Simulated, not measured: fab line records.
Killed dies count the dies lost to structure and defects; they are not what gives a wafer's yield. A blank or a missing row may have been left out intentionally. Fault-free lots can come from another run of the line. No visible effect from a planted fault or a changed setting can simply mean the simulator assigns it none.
Matching of chambers + flow gf180mcu + GF_V2_CVD_02 on pecvd-04: 3 sister chambers
The step deposits SiO2 from TEOS, target thk 850 nm, time 94.851 s. 6 wafers are shown with their chamber, then 7 later ones without.

== WAFERS PAIRED WITH THEIR CHAMBERS ==
| wafer  | chamber | heater-power-w (W) | susceptor-temp-C (C) |
|--------|---------|--------------------|----------------------|
| L103.2 | 1       | 650                | 400.12               |
| L103.4 | 0       | 605                | 400.11               |
| L105.4 | 1       | 690                | 399.89               |
| L105.6 | 2       | 724                | 400.00               |
| L106.2 | 2       | 692                | 400.24               |
| L106.3 | 0       | 578                | 399.53               |

== WAFERS MISSING THEIR CHAMBER ==
| wafer  | heater-power-w (W) | susceptor-temp-C (C) |
|--------|--------------------|----------------------|
| L106.6 | 622                | 400.13               |
| L108.1 | 583                | 400.06               |
| L108.3 | 709                | 399.68               |
| L108.6 | 616                | 400.08               |
| L110.1 | 746                | 400.28               |
| L110.2 | 591                | 399.94               |
| L110.4 | 580                | 399.92               |

== CHAMBER TAKEN BY EACH ==
| wafer  | from the rows above          | in truth                   |
|--------|------------------------------|----------------------------|
| L106.6 | can't be placed: 0 or 1 or 2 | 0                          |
| L108.1 | 0                            | 0                          |
| L108.3 | can't be placed: 2 or 1      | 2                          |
| L108.6 | can't be placed: 0 or 1      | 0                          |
| L110.1 | can't be placed: 2 or 1      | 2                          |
| L110.2 | 0                            | 0                          |
| L110.4 | 0                            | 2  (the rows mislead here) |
2 of 7 placed correctly. Can't be placed from these rows: 4 (the true chamber is among the candidates in 4). Placed wrongly: 1.
How it was worked out, from the rows above alone: a wafer's distance from a chamber is the root of the sum, over the readings, of the square of ((its reading less the chamber's mean) divided by the reading's scatter). If the next closest chamber is less than 2 further off than the closest, the wafer can't be placed; otherwise it belongs to the closest. A chamber's mean is the mean of its shown wafers. The scatter: the root of (the sum of the squares of (reading less its chamber's mean) over the shown wafers, divided by (wafers less chambers)).
